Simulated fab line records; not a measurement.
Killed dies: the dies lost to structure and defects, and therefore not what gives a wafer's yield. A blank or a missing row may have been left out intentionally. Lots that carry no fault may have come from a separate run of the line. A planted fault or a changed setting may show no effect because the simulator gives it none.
Matching of chambers    flow gf180mcu    4 sister chambers for GF_V5_CMP_04 on cmp-02
The step polishes SiO2. 8 wafers are shown with their chamber, then 10 later ones without.

## WAFERS WITH THEIR CHAMBER
wafer   chamber  motor-current-A (A)  edge-zone-pressure-frac
L075.5  2        11.0                 0.996
L078.3  2        12.1                 1.001
L085.6  3        11.0                 1.006
L087.3  1        8.8                  1.001
L087.5  0        14.6                 1.003
L087.6  3        10.4                 1.007
L088.1  1        9.4                  1.008
L088.4  0        15.1                 0.998

## WAFERS WITHOUT THEIR CHAMBER
wafer   motor-current-A (A)  edge-zone-pressure-frac
L088.5  11.0                 1.007
L091.1  10.7                 1.003
L091.2  8.7                  0.993
L091.5  10.3                 1.010
L092.1  9.5                  0.999
L092.3  10.7                 0.998
L092.6  10.9                 1.002
L096.1  15.1                 0.995
L096.2  10.9                 1.005
L096.3  8.8                  1.001

## WHICH CHAMBER EACH ONE RAN IN
wafer   from the rows above           in truth
L088.5  3                             3
L091.1  can't be placed: 3 or 2       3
L091.2  1                             1
L091.5  can't be placed: 3 or 1       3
L092.1  can't be placed: 1 or 3       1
L092.3  can't be placed: 2 or 3 or 1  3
L092.6  can't be placed: 3 or 2       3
L096.1  0                             0
L096.2  can't be placed: 3 or 2       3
L096.3  1                             1
Correct placement for 4 of the 10. From these rows, 6 cannot be placed; in 6 the true chamber is one of the candidates. 0 placed wrongly.
How it was worked out, from the rows above alone: a wafer's distance from a chamber is the root of the sum, over the readings, of the square of ((its reading less the chamber's mean) divided by the reading's scatter). If the next closest chamber is less than 2 further off than the closest, the wafer can't be placed; otherwise it belongs to the closest. A chamber's mean is the mean of its shown wafers. The scatter: the root of (the sum of the squares of (reading less its chamber's mean) over the shown wafers, divided by (wafers less chambers)).
